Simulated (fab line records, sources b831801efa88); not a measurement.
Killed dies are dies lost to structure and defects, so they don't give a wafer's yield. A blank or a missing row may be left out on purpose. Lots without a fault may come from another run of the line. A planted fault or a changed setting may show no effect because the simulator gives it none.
A struck lot beside a sound one | flow sfq_line | 43 steps out of a route of 325
Sound: wafers L960.3, L960.4, L960.5. Struck: wafer L966.3. (L966.1, L966.5 of the same lot were not struck and are left out.) The cause comes at the end.
At each step with rows: each side's tool, then ch and its chambers, then its first start. Under that, the readings that differ: sound wafers | struck wafers | difference of the means | sigmas: that difference in standard deviations of wafers without a fault.
alike: readings whose means differ by less than 2 such deviations, and words and numbers that are the same on both sides. not compared: withheld readings, readings that some wafer has no value for, bounds like >300 that may hide the same value, and numbers for which the record gives no deviation and whose values overlap.
The two part at a step that has a row with sigmas, a row that says differs or no value, or rows on one side only. Numbers that don't overlap but have no deviation are shown without sigmas and don't part them. A reading that every wafer of one side lacks parts them only if that side has two wafers or more.

first, 3 steps without rows for these wafers: SFQ_TRILAYER_M5_LITHO_EXPOSE_124 (exposes mask M5, target cd 700 nm); SFQ_TRILAYER_M5_LITHO_PEB_126 (peb time 60 s); SFQ_TRILAYER_M5_LITHO_DEVELOP_125 (time 60 s).
SFQ_M5_OVL_MEAS_932:
  sound on overlay-01, day 47 21:55; struck on overlay-02, day 49 22:00
  reading     | sound | struck | difference | sigmas
  M5_OVL (nm) | 6 2 2 | -9     | -12        | -2
then, 7 steps without rows for these wafers: SFQ_TRILAYER_M5_BARC_OPEN_METAL_ETCH_161 (etches BARC in O2, target depth 125 nm, time 41.7 s); SFQ_TRILAYER_M5_ETCH_METAL_ETCH_126 (etches Nb in Cl2/BCl3, stops on SiO2, time 203.2 s, target depth 265 nm); SFQ_TRILAYER_M5_STRIP_STRIP_127 (strips in O2); SFQ_TRILAYER_M5_STRIP_SOLV_CLEAN_128 (cleans in NMP, time 600 s); SFQ_TRILAYER_A5B_DEP_PECVD_129 (deposits SiO2 from SiH4/N2O, time 133.33 s, target thk 600 nm); SFQ_TRILAYER_A5B_CMP_CMP_130 (polishes, stops on Nb, target thk 340.7 nm); SFQ_TRILAYER_A5B_METRO_MEASURE_131.
SFQ_TRILAYER_R5_DEP_SPUTTER_132: material Ti, target thk 5 nm, time 5 s.
  sound on pvd_sputter-05, day 49 14:48; struck on pvd_sputter-05, day 51 14:48
  alike: throttle_valve_pct
SFQ_TRILAYER_R5_DEP_SPUTTER_133: material MoNx, target thk 40 nm, time 66.7 s.
  sound on pvd_sputter-05, day 49 14:49; struck on pvd_sputter-05, day 51 14:49
  reading                                               | sound             | struck | difference | sigmas
  model.MoNx_of_TRILAYER_R5_DEP_SPUTTER_133.thk_nm (nm) | 39.42 40.15 39.47 | 25.94  | -13.74     |
  alike: throttle_valve_pct
then, 1 step without rows for these wafers: SFQ_TRILAYER_R5_DEP_SPUTTER_134 (material Ti, target thk 5 nm, time 5 s).
SFQ_R5_RS_MEAS_933: measures by four-point-probe.
  sound on film_metro-04, day 49 14:56; struck on film_metro-01, day 51 14:53
  reading             | sound          | struck | difference | sigmas
  R5_MONX_RS (ohm/sq) | 7.15 7.03 7.15 | 10.58  | +3.47      | +39
SFQ_R5_THK_MEAS_934: measures by xrf.
  sound on film_metro-04, day 49 15:02; struck on film_metro-01, day 51 15:01
  reading          | sound          | struck | difference | sigmas
  R5_MONX_THK (nm) | 40.3 40.8 40.2 | 26.5   | -13.9      | -26
then, 6 steps without rows for these wafers: SFQ_TRILAYER_R5_LITHO_COAT_141 (resist thk 62 nm); SFQ_TRILAYER_R5_LITHO_COAT_136 (resist thk 600 nm); SFQ_TRILAYER_R5_LITHO_SOFTBAKE_140; SFQ_TRILAYER_R5_LITHO_EXPOSE_137 (exposes mask R5, target cd 500 nm); SFQ_TRILAYER_R5_LITHO_PEB_139 (peb time 60 s); SFQ_TRILAYER_R5_LITHO_DEVELOP_138 (time 60 s).
-- the record jumps here: 5 days lie between the struck wafers' starts before and after --
SFQ_R5_OVL_MEAS_935:
  sound on overlay-02, day 53 22:46; struck on overlay-01, day 56 03:27
  alike: R5_OVL
SFQ_TRILAYER_R5_BARC_OPEN_METAL_ETCH_177: etches BARC in O2, target depth 125 nm, time 41.7 s.
  sound on rie_metal-04 ch 0,1, day 53 22:48; struck on rie_metal-04 ch 1, day 56 03:29
  alike: drypump_motor_current_A, oes_product_au
  not compared: rf_hours_counter_h
then, 1 step without rows for these wafers: SFQ_TRILAYER_R5_ETCH_METAL_ETCH_139 (etches the open film in Cl2, stops on SiO2, target depth 60 nm, time 40 s).
SFQ_TRILAYER_R5_STRIP_STRIP_140: strips in O2.
  sound on rie_metal-04 ch 0,1, day 53 23:06; struck on rie_metal-04 ch 1, day 56 03:36
  alike: drypump_motor_current_A, oes_product_au, platen_temp_c
  not compared: rf_hours_counter_h
then, 8 steps without rows for these wafers: SFQ_TRILAYER_R5_STRIP_SOLV_CLEAN_141 (cleans in NMP, time 600 s); SFQ_TRILAYER_A5C_DEP_PECVD_142 (deposits SiO2 from SiH4/N2O, time 15.556 s, target thk 70 nm); SFQ_TRILAYER_I5_LITHO_COAT_149 (resist thk 62 nm); SFQ_TRILAYER_I5_LITHO_COAT_144 (resist thk 650 nm); SFQ_TRILAYER_I5_LITHO_SOFTBAKE_148; SFQ_TRILAYER_I5_LITHO_EXPOSE_145 (exposes mask I5, target cd 700 nm); SFQ_TRILAYER_I5_LITHO_PEB_147 (peb time 60 s); SFQ_TRILAYER_I5_LITHO_DEVELOP_146 (time 60 s).
SFQ_I5_OVL_MEAS_936:
  sound on overlay-02, day 55 00:31; struck on overlay-02, day 57 10:40
  alike: I5_OVL
SFQ_TRILAYER_I5_BARC_OPEN_VIA_ETCH_200: etches BARC in O2, target depth 125 nm, time 41.7 s.
  sound on rie_diel-02 ch 0,3, day 55 00:32; struck on rie_diel-03 ch 1, day 57 10:41
  alike: drypump_motor_current_A, oes_product_au
  not compared: rf_hours_counter_h
SFQ_TRILAYER_I5_ETCH_VIA_ETCH_147: etches the open film in CHF3, stops on Nb, target depth 360 nm.
  sound on rie_diel-02 ch 0,3, day 55 00:35; struck on rie_diel-03 ch 1, day 57 10:44
  alike: drypump_motor_current_A, oes_product_au
then, 5 steps without rows for these wafers: SFQ_TRILAYER_I5_STRIP_STRIP_148 (strips in O2); SFQ_TRILAYER_I5_STRIP_SOLV_CLEAN_149 (cleans in NMP, time 600 s); SFQ_TRILAYER_C5_LITHO_COAT_156 (resist thk 62 nm); SFQ_TRILAYER_C5_LITHO_COAT_151 (resist thk 650 nm); SFQ_TRILAYER_C5_LITHO_SOFTBAKE_155.
-- the record jumps here: 16 days lie between the struck wafers' starts before and after --
SFQ_M8_BOW_MEAS_951:
  sound on film_metro-01, day 72 01:00; struck on film_metro-01, day 73 05:57
  reading                 | sound             | struck | difference | sigmas
  model.etest.r5.ohm_um   | 14.19 13.96 14.17 | 21.67  | +7.56      |
  model.etest.r5.ohm_sq   | 7.148 7.019 7.139 | 10.86  | +3.76      |
  model.etest.c5.link_ohm | 8.118 7.979 8.092 | 11.82  | +3.76      |
  alike: M8_BOW

WHERE THEY PART
First at SFQ_M5_OVL_MEAS_932; last, within this record, at SFQ_R5_THK_MEAS_934. Later steps at which nothing parts them and some readings are alike: SFQ_R5_OVL_MEAS_935, SFQ_TRILAYER_R5_BARC_OPEN_METAL_ETCH_177, SFQ_TRILAYER_R5_STRIP_STRIP_140, SFQ_I5_OVL_MEAS_936, SFQ_TRILAYER_I5_BARC_OPEN_VIA_ETCH_200, SFQ_TRILAYER_I5_ETCH_VIA_ETCH_147, SFQ_M8_BOW_MEAS_951.

WHY: what the simulator had put in
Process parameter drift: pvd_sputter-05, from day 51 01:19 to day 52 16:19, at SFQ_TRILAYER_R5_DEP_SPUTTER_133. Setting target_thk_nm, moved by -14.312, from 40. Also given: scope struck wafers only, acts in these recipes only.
